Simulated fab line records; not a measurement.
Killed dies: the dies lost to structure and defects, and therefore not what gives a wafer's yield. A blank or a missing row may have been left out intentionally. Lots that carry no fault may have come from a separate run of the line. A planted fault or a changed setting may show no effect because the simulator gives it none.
Problem report in the 8D (eight disciplines) form, filled by code	flow sky130	the parts of the form that need people (team, actions taken, sign-off) are left out

## 1. THE PROBLEM
developer temp C at SKY_FIELD_ISO_DEVELOP_12 reads a mean of 20.21 C on 6 wafers of 2 lots; wafers without a fault read 20.98 C with a standard deviation of 0.12. That puts it -6.4 standard deviations away from the usual mean.
The step: develop time 60 s.
The first sign was on wafer L310.2 at day 6 13:00, on litho track-01. At this step, 39 wafers from 13 lots have a number in the record. The rule behind "out" and "out of limits": a value lying over 4 standard deviations away from the usual mean. The rest of the wafers with a number are treated as sound.

## 2. WHAT IT IS, WHAT IT ISN'T
question	is	is not
which readings at this step	developer temp C	-
which lots	L310, L311	L291, L292, L293, L294, L295, L296, L297, L300, L301, L302, L312
which wafers of those lots	all that have a number	-
read on which tools	litho track-01	litho track-02, litho track-04
when	from day 6 13:00	up to then (30 sound wafers); but 3 sound wafers of L312 came after

## 3. SUSPECTS, AND WHAT RULES EACH OUT
Counting: a tool stays on the suspect list if, at a process step up to the reading, it processed all lots that are out and no sound lot following the first of them.
- litho track-01 at SKY_FIELD_ISO_DEVELOP_12 (develop time 60 s): kept. It ran every lot that is out, first L310 (day 6 13:00), and no sound lot after that; its last sound lot up to then is L302 (day 4 20:00). Its own developer temp C readings are out on those wafers.
Remaining after the count: litho track-01 at SKY_FIELD_ISO_DEVELOP_12.

## 4. THE CAUSE (what the simulator had put in)
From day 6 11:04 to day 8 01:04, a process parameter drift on litho track-01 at SKY_FIELD_ISO_DEVELOP_12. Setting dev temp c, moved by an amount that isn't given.
This tool alone remained once counting was done.

## 5. THE EFFECT CHAIN, in route order
Rows list readings where the struck wafers' mean (over those with a number) sits beyond 3 standard deviations from the usual. Only readings for which the record gives a usual standard deviation are gone through. hours: the time from each lot's start at the first step in this table that gives one to its start at this step, as a median over the lots. sigmas: the change in usual standard deviations.
hours	step	reading	usual	on struck wafers	change	sigmas
0	SKY_FIELD_ISO_DEVELOP_12	developer temp C	20.98 C	20.21	-0.77	-6.4
Its process steps:
- SKY_FIELD_ISO_DEVELOP_12: develop time 60 s.
Later measuring or inspecting steps at which every struck wafer that the step has a row for has a number for every such reading, and none has moved that far: SKY_NWELL_THK_MEAS_02.

## 6. WHAT WOULD HAVE CAUGHT IT SOONER
In this record the first reading out of limits was taken at day 6 13:00, 2 hours after the fault began at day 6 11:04.
